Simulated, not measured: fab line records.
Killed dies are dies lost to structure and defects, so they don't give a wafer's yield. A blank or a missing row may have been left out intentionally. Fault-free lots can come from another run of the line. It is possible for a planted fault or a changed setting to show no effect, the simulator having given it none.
Which tool was responsible? | flow sky130 | 33 wafers from 11 lots sampled at 5 of the route's 708 steps

== WHAT THE GAUGES READ, wafer by wafer ==
The record holds no reading of a measuring or inspecting step that can be judged against a usual standard deviation.

== WHICH TOOL RAN EACH LOT (tool, then ch and the chambers of the sampled wafers, then the start) ==
lot  | SKY_FIELD_ISO_CVD_24            | SKY_VIA2_STRIP_16                    | SKY_METAL3_SPUTTER_02        | SKY_METAL3_SPUTTER_03        | SKY_PAD_OPEN_PROBE_99
L823 | hdpcvd-02 ch 0,1, day 2 09:22   | plasma asher-04 ch 0,1, day 36 07:06 | pvd sputter-02, day 36 08:29 | pvd sputter-02, day 36 08:31 | -
L824 | hdpcvd-02 ch 1,2, day 2 14:15   | plasma asher-01 ch 0,1, day 36 21:21 | pvd sputter-02, day 36 22:41 | pvd sputter-02, day 36 22:44 | -
L825 | hdpcvd-02 ch 0,1,2, day 2 19:25 | plasma asher-04 ch 0,1, day 36 23:45 | pvd sputter-04, day 37 01:06 | pvd sputter-04, day 37 01:08 | -
L826 | hdpcvd-02 ch 0,1,2, day 2 22:19 | plasma asher-01 ch 0,1, day 37 07:58 | pvd sputter-03, day 37 09:39 | pvd sputter-03, day 37 09:41 | -
L827 | hdpcvd-02 ch 1,2, day 3 06:07   | plasma asher-04 ch 0,1, day 37 10:57 | pvd sputter-02, day 37 12:16 | pvd sputter-02, day 37 12:19 | -
L828 | hdpcvd-02 ch 0,1,2, day 3 11:32 | plasma asher-04 ch 0,1, day 38 06:23 | pvd sputter-02, day 38 07:44 | pvd sputter-02, day 38 07:46 | -
L829 | hdpcvd-02 ch 1,2, day 3 17:18   | plasma asher-02 ch 0,1, day 38 10:32 | pvd sputter-03, day 38 12:05 | pvd sputter-03, day 38 12:07 | -
L830 | hdpcvd-01 ch 0,2, day 3 21:16   | plasma asher-01 ch 0, day 38 12:31   | pvd sputter-02, day 38 13:53 | pvd sputter-02, day 38 13:55 | -
L834 | hdpcvd-01 ch 0,2, day 4 15:52   | plasma asher-01 ch 0,1, day 39 17:41 | pvd sputter-03, day 39 19:07 | pvd sputter-03, day 39 19:10 | prober-01, day 48 12:52
L842 | hdpcvd-02 ch 0,1, day 6 15:14   | plasma asher-02 ch 0,1, day 42 18:18 | pvd sputter-02, day 42 20:02 | pvd sputter-02, day 42 20:04 | -
L844 | hdpcvd-02 ch 0,1, day 6 22:02   | plasma asher-04 ch 0,1, day 42 19:17 | pvd sputter-03, day 42 20:56 | pvd sputter-03, day 42 20:58 | -
- SKY_FIELD_ISO_CVD_24: deposits SiO2, target thk 595 nm, time 99.2 s.
- SKY_VIA2_STRIP_16: strips in O2/N2.
- SKY_METAL3_SPUTTER_02: material AlCu, target thk 735 nm, time 39.1 s.
- SKY_METAL3_SPUTTER_03: material Ti, target thk 5 nm, time 3.3 s.
- SKY_PAD_OPEN_PROBE_99

== AS READ BY THE TOOLS THEMSELVES (means over the sampled wafers that have a number; for cases with no such wafer, the mark the record gives instead) ==
SKY_FIELD_ISO_CVD_24.
lot  | tool      | pressure mtorr (mTorr) | sih4 flow sccm (sccm)
L823 | hdpcvd-02 | 6.003                  | 60.11
L824 | hdpcvd-02 | 5.998                  | 60.01
L825 | hdpcvd-02 | 5.998                  | 60.14
L826 | hdpcvd-02 | 5.987                  | 59.93
L827 | hdpcvd-02 | 6.010                  | 60.01
L828 | hdpcvd-02 | 6.007                  | 60.03
L829 | hdpcvd-02 | 6.007                  | 59.90
L830 | hdpcvd-01 | 5.992                  | 60.01
L834 | hdpcvd-01 | 5.993                  | 59.97
L842 | hdpcvd-02 | 6.018                  | 59.97
L844 | hdpcvd-02 | 5.998                  | 59.93

SKY_VIA2_STRIP_16.
lot  | tool            | drypump motor current A (A) | oes product au (a.u.) | strip time to endpoint s (s)
L823 | plasma asher-04 | 6.0                         | 0.399                 | 4.054
L824 | plasma asher-01 | 6.1                         | 0.402                 | 4.056
L825 | plasma asher-04 | 5.9                         | 0.400                 | 4.028
L826 | plasma asher-01 | 6.3                         | 0.399                 | 4.067
L827 | plasma asher-04 | 6.0                         | 0.401                 | 4.041
L828 | plasma asher-04 | 6.0                         | 0.399                 | 4.060
L829 | plasma asher-02 | 5.5                         | 0.398                 | 4.048
L830 | plasma asher-01 | 5.7                         | 0.399                 | 4.050
L834 | plasma asher-01 | 6.0                         | 0.399                 | 4.090
L842 | plasma asher-02 | 5.5                         | 0.404                 | 4.060
L844 | plasma asher-04 | 6.0                         | 0.399                 | 4.076

SKY_METAL3_SPUTTER_02.
lot  | tool           | throttle valve pct (%)
L823 | pvd sputter-02 | 28.9
L824 | pvd sputter-02 | 28.9
L825 | pvd sputter-04 | 29.9
L826 | pvd sputter-03 | 29.8
L827 | pvd sputter-02 | 29.1
L828 | pvd sputter-02 | 29.8
L829 | pvd sputter-03 | 30.6
L830 | pvd sputter-02 | 28.4
L834 | pvd sputter-03 | 30.4
L842 | pvd sputter-02 | 29.0
L844 | pvd sputter-03 | 30.6

SKY_METAL3_SPUTTER_03.
lot  | tool           | throttle valve pct (%)
L823 | pvd sputter-02 | 29.0
L824 | pvd sputter-02 | 28.9
L825 | pvd sputter-04 | 30.0
L826 | pvd sputter-03 | 30.0
L827 | pvd sputter-02 | 29.3
L828 | pvd sputter-02 | 29.8
L829 | pvd sputter-03 | 30.4
L830 | pvd sputter-02 | 28.3
L834 | pvd sputter-03 | 30.7
L842 | pvd sputter-02 | 29.2
L844 | pvd sputter-03 | 30.6

SKY_PAD_OPEN_PROBE_99.
lot  | tool      | killed_at_M0_to_M3 | killed_at_M4_up | killed at contacts | killed at front end | killed at other | killed dies | killed open | killed short
L834 | prober-01 | 45                 | 2.0             | 25                 | 42                  | 0.3             | 114         | 47          | 35

== THE ANSWER, worked out from the rows above alone ==
Rule: the lots themselves supply what counts as usual. Put in order of their means at a reading, lots are off if they are a third of the lots or fewer, leave a main group of 4 or more, and stand apart from it by a gap of 3 or more times the standard deviation of the main group's means; of several such gaps the widest counts. The tables above print the reading to a certain number of digits; a main group whose means all agree to those digits is not used. A lot without any number at a reading at which 4 lots or more have one is off too. All remaining lots with rows at the step are treated as sound. Order of review: gauges by route order, followed by the tools' own readings, for which a lot's mean as printed above is used. The first step at which some lot is off is used, and at that step the reading that is off furthest; a lot without a number counts as furthest.
No lot is off on any of the readings shown, so nothing can be concluded from this.

== WHAT WAS PUT IN BY THE SIMULATOR ==
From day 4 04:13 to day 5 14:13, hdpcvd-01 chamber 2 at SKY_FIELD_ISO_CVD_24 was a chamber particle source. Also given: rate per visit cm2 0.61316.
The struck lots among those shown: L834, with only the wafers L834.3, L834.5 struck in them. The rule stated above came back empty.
